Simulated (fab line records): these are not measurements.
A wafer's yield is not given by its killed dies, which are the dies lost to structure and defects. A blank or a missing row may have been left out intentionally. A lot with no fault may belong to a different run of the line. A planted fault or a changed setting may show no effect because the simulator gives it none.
A lot that was struck, set against a sound lot / flow gf180mcu / 32 steps out of a route of 602
Sound: wafers L273.3, L273.5, L273.6. Struck: wafers L260.3, L260.5, L260.6. The cause comes at the end.
Per side, at each step with rows, come the tool, then ch with its chambers, and then its first start. Under that, the readings that differ: sound wafers / struck wafers / difference of the means / sigmas: that difference in standard deviations of wafers without a fault.
alike: readings whose means differ by less than 2 such deviations, and words and numbers that are the same on both sides. not compared: withheld readings, readings that some wafer has no value for, bounds like >300 that may hide the same value, and numbers for which the record gives no deviation and whose values overlap.
A row with sigmas, a row that says differs or no value, or rows on one side alone: a step with any of these is where the two part. Numbers that don't overlap but have no deviation are shown without sigmas and don't part them. A reading missing from all wafers of one side parts the sides only when that side holds two or more wafers.

first, 7 steps without rows for these wafers: GF_HV_LDD_DEHYDRATE_24 (time 60 s); GF_HV_LDD_HMDS_25 (prime time 60 s); GF_HV_LDD_COAT_26 (resist thk 1013 nm); GF_HV_LDD_SOFTBAKE_27 (time 60 s); GF_HV_LDD_EXPOSE_28 (exposes mask Nplus HV AREA, target cd 400 nm); GF_HV_LDD_PEB_29; GF_HV_LDD_DEVELOP_30 (develop time 60 s).
GF_HV_LDD_CD_MEAS_31 targets a cd of 400 nm.
  sound: cd sem-02 at day 18 00:22; struck: cd sem-02 at day 13 18:55
  alike: cd nm
GF_HV_LDD_OVL_MEAS_32:
  sound: overlay-01 at day 18 00:27; struck: overlay-01 at day 13 19:00
  alike: HV_LDD_02_OVL
then, 3 steps without rows for these wafers: GF_HV_LDD_IMPLANT_33; GF_HV_LDD_IMPLANT_34; GF_HV_LDD_IMPLANT_35.
GF_HV_LDD_IMPLANT_36:
  sound on implanter-02 ch 0, day 18 00:58; struck on implanter-01 ch 0, day 13 19:32
reading=beam energy keV; sound=60.009 59.987 60.004; struck=53.513 53.498 53.495; difference=-6.498; sigmas=-99 or more
reading=model.implant.rp nm (nm); sound=62.75 62.75 62.75; struck=55.45 55.45 55.45; difference=-7.30; sigmas=
reading=model.implant.drp nm (nm); sound=28.81 28.81 28.81; struck=26.17 26.17 26.17; difference=-2.64; sigmas=
GF_HV_LDD_STRIP_37: strips in O2/N2.
  sound on plasma asher-02 ch 0,1, day 18 01:07; struck on plasma asher-01 ch 0,1, day 13 19:40
  alike: drypump motor current A, heater power w, oes product au, strip time to endpoint s
  not compared: rf hours counter h
GF_HV_LDD_TW_MEAS_38:
  sound: film metro-01 at day 18 01:11; struck: film metro-01 at day 13 19:45
  alike: HV_LDD_3_TW
then, 7 steps without rows for these wafers: GF_HV_LDD_DEHYDRATE_39 (time 60 s); GF_HV_LDD_HMDS_40 (prime time 60 s); GF_HV_LDD_COAT_41 (resist thk 1000 nm); GF_HV_LDD_SOFTBAKE_42 (time 60 s); GF_HV_LDD_EXPOSE_43 (exposes mask Pplus HV AREA, target cd 400 nm); GF_HV_LDD_PEB_44; GF_HV_LDD_DEVELOP_45 (develop time 60 s).
GF_HV_LDD_CD_MEAS_46 targets a cd of 400 nm.
  sound: cd sem-01 at day 19 01:07; struck: cd sem-01 at day 14 16:33
  alike: cd nm
GF_HV_LDD_OVL_MEAS_47:
  sound: overlay-01 at day 19 01:12; struck: overlay-02 at day 14 16:38
  alike: HV_LDD_03_OVL
following that, these wafers have no rows for 1 step: GF_HV_LDD_IMPLANT_48.
GF_HV_LDD_STRIP_49: strips in O2/N2.
  sound on plasma asher-02 ch 0,1, day 19 01:25; struck on plasma asher-02 ch 0,1, day 14 16:51
  alike: drypump motor current A, heater power w, oes product au, strip time to endpoint s
  not compared: rf hours counter h
GF_HV_LDD_TW_MEAS_50:
  sound: film metro-02 at day 19 01:29; struck: film metro-02 at day 14 16:56
  alike: HV_LDD_4_TW
then, 1 step without rows for these wafers: GF_HV_LDD_CLEAN_51 (cleans in SC1/SC2, time 150 s).
GF_HV_LDD_RTA_52: time 10 s.
  sound on rtp anneal-02 ch 0, day 19 01:37; struck on rtp anneal-02 ch 0, day 14 17:02
  alike: chamber o2 ppm, lamp power pct, wafer_temp_C_max
GF_HV_LDD_RS_MEAS_53: a four-point-probe measurement.
  sound: film metro-02 at day 19 01:42; struck: film metro-01 at day 14 17:08
reading=HV_LDD_RS (ohm/sq); sound=418.3 417.9 418.8; struck=412.2 411.9 412.8; difference=-6.0; sigmas=-6
then, 1 step without rows for these wafers: GF_HV_LDD_CVD_54 (deposits SiO2 from TEOS, target thk 10 nm, time 75 s).
-- a jump in the record: the struck wafers' starts before and after are 16 days apart (it breaks off in module HV_LDD and resumes in module PASSIVATION, where the first step shown is number 602 of the route) --
GF_PASSIVATION_PROBE_99:
  the record has rows for the struck wafers here (prober-02, day 31 04:37) and none for the sound ones

== WHERE THEY PART ==
First at GF_HV_LDD_IMPLANT_36; last, within this record, at GF_PASSIVATION_PROBE_99.

WHY: what had been put in by the simulator
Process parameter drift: implanter-01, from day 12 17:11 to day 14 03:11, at GF_HV_LDD_IMPLANT_36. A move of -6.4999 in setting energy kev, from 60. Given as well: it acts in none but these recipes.
